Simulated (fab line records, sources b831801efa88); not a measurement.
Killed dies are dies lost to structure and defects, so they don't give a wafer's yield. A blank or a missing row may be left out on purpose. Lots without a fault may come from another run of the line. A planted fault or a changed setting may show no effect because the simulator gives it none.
Which tool did it? | flow sky130 | 14 lots, 41 wafers sampled, at 3 steps of a route of 708

WHAT THE GAUGES READ, wafer by wafer
SKY_FIELD_ISO_BOW_MEAS_00. Usual: INCOMING_BOW -1 um, standard deviation 6.2.
lot  | measured    | on            | INCOMING_BOW (um) | flag
L652 | day 1 15:01 | film_metro-02 | 3 -5 -1           |
L653 | day 1 20:00 | film_metro-01 | 6 0 7             |
L655 | day 2 06:02 | film_metro-01 | -2 5 -1           |
L656 | day 2 11:00 | film_metro-04 | -4 -4 9           |
L658 | day 2 21:00 | film_metro-02 | 3 -3 -1           |
L660 | day 3 07:00 | film_metro-02 | -6 3 -7           |
L664 | day 4 03:00 | film_metro-01 | 7 -1 3            |
L665 | day 4 08:01 | film_metro-01 | -1 -8 9           |
L666 | day 4 13:02 | film_metro-02 | 2 -3 3            |
L667 | day 4 18:00 | film_metro-01 | -3 0 -8           |
L668 | day 4 23:02 | film_metro-04 | -9 5 4            |
L671 | day 5 14:01 | film_metro-04 | 5 -8 -11          |
L673 | day 6 00:00 | film_metro-01 | 1 -2 -13          |
L674 | day 6 05:02 | film_metro-01 | 11 3              |

SKY_POLY_GATE_THK_MEAS_01. Usual: POLY_GATE_CVD_00_THK 181.1 nm, standard deviation 1.4.
lot  | measured     | on            | POLY_GATE_CVD_00_THK (nm) | flag
L652 | day 15 08:12 | film_metro-02 | 183.6 182.0 181.4         |
L653 | day 15 06:23 | film_metro-02 | 180.5 181.5 181.2         |
L655 | day 15 20:06 | film_metro-01 | 181.2 180.9 181.8         |
L656 | day 16 04:10 | film_metro-02 | 180.7 182.0 184.5         |
L658 | day 17 01:37 | film_metro-01 | 181.0 179.5 179.3         |
L660 | day 17 10:55 | film_metro-01 | 180.6 181.3 181.7         |
L664 | day 19 08:14 | film_metro-02 | 182.9 179.8 183.0         |
L667 | day 20 01:05 | film_metro-03 | 181.3 181.3 181.9         |
L668 | day 20 09:39 | film_metro-02 | 179.9 180.4 178.7         |
L671 | day 21 15:43 | film_metro-03 | 181.3 182.9 180.4         |
L673 | day 22 06:35 | film_metro-01 | 179.6 179.3 178.5         |
L674 | day 22 08:08 | film_metro-01 | 180.1 180.5               |

WHICH TOOL RAN EACH LOT (tool, then ch and the chambers of the sampled wafers, then the start)
lot  | SKY_FIELD_ISO_OXIDATION_22
L652 | furnace-01 ch 0, day 2 17:29
L653 | furnace-02 ch 0, day 2 20:16
L655 | furnace-01 ch 0, day 3 06:15
L656 | furnace-01 ch 0, day 3 10:41
L658 | furnace-02 ch 0, day 3 21:05
L660 | furnace-02 ch 0, day 4 04:35
L664 | furnace-02 ch 0, day 5 03:49
L665 | furnace-02, day 5 10:39
L666 | furnace-01, day 5 12:09
L667 | furnace-01 ch 0, day 5 17:28
L668 | furnace-01 ch 0, day 5 22:53
L671 | furnace-01 ch 0, day 6 16:15
L673 | furnace-01 ch 0, day 7 00:28
L674 | furnace-02 ch 0, day 7 04:13
- SKY_FIELD_ISO_OXIDATION_22: stabilise 600 s, purge 300 s, target thk 10 nm.

WHAT THE TOOLS THEMSELVES READ (means of the sampled wafers that have a number; where no wafer has one, the mark that the record gives instead)
SKY_FIELD_ISO_OXIDATION_22. Usual: ox_temp_c 950.1 C, standard deviation 0.37; ox_temp_c_max 954.3, standard deviation 1.4; spike_tc_upper_C 949.6 C, standard deviation 1.1; zone_power_bottom_pct 29.1 %, standard deviation 1.8.
lot  | tool       | ox_temp_c (C) | ox_temp_c_max | spike_tc_upper_C (C) | zone_power_bottom_pct (%) | flag
L652 | furnace-01 | 949.9         | 952.8         | 950.3                | 27.5                      |
L653 | furnace-02 | 949.7         | 955.3         | 949.3                | 31.7                      |
L655 | furnace-01 | 949.8         | 953.2         | 948.7                | 27.8                      |
L656 | furnace-01 | 950.5         | 954.0         | 949.6                | 27.8                      |
L658 | furnace-02 | 950.2         | 956.0         | 948.8                | 31.7                      |
L660 | furnace-02 | 949.8         | 955.9         | 948.6                | 31.8                      |
L664 | furnace-02 | 950.0         | 956.9         | 949.2                | 31.6                      |
L665 | furnace-02 | -             | -             | -                    | -                         | OFF
L666 | furnace-01 | -             | -             | -                    | -                         | OFF
L667 | furnace-01 | 949.8         | 953.0         | 949.8                | 28.1                      |
L668 | furnace-01 | 950.1         | 953.3         | 949.5                | 27.9                      |
L671 | furnace-01 | 949.7         | 953.4         | 950.9                | 27.8                      |
L673 | furnace-01 | 950.0         | 953.1         | 949.4                | 28.1                      |
L674 | furnace-02 | 950.0         | 956.0         | 948.1                | 31.6                      |

THE ANSWER, worked out from the rows above alone
Rule: a lot is off if the mean of its wafers that have a number lies more than 3 standard deviations from the usual mean. A lot without any number at a reading at which 4 lots or more have one is off too. The other lots that the step has rows for count as sound. The gauges are gone through in route order, then the tools' own readings, and for those a lot's mean is taken as printed above. The first step at which some lot is off is used, and at that step the reading that is off furthest; a lot without a number counts as furthest.
Off: L665, L666, at SKY_FIELD_ISO_OXIDATION_22 (ox_temp_c). Without a number there: L665, L666.
A tool fits if, at that step or a process step before it, it ran every lot that is off, and no sound lot after the first of them. None of those tried fits.

WHAT THE SIMULATOR HAD PUT IN
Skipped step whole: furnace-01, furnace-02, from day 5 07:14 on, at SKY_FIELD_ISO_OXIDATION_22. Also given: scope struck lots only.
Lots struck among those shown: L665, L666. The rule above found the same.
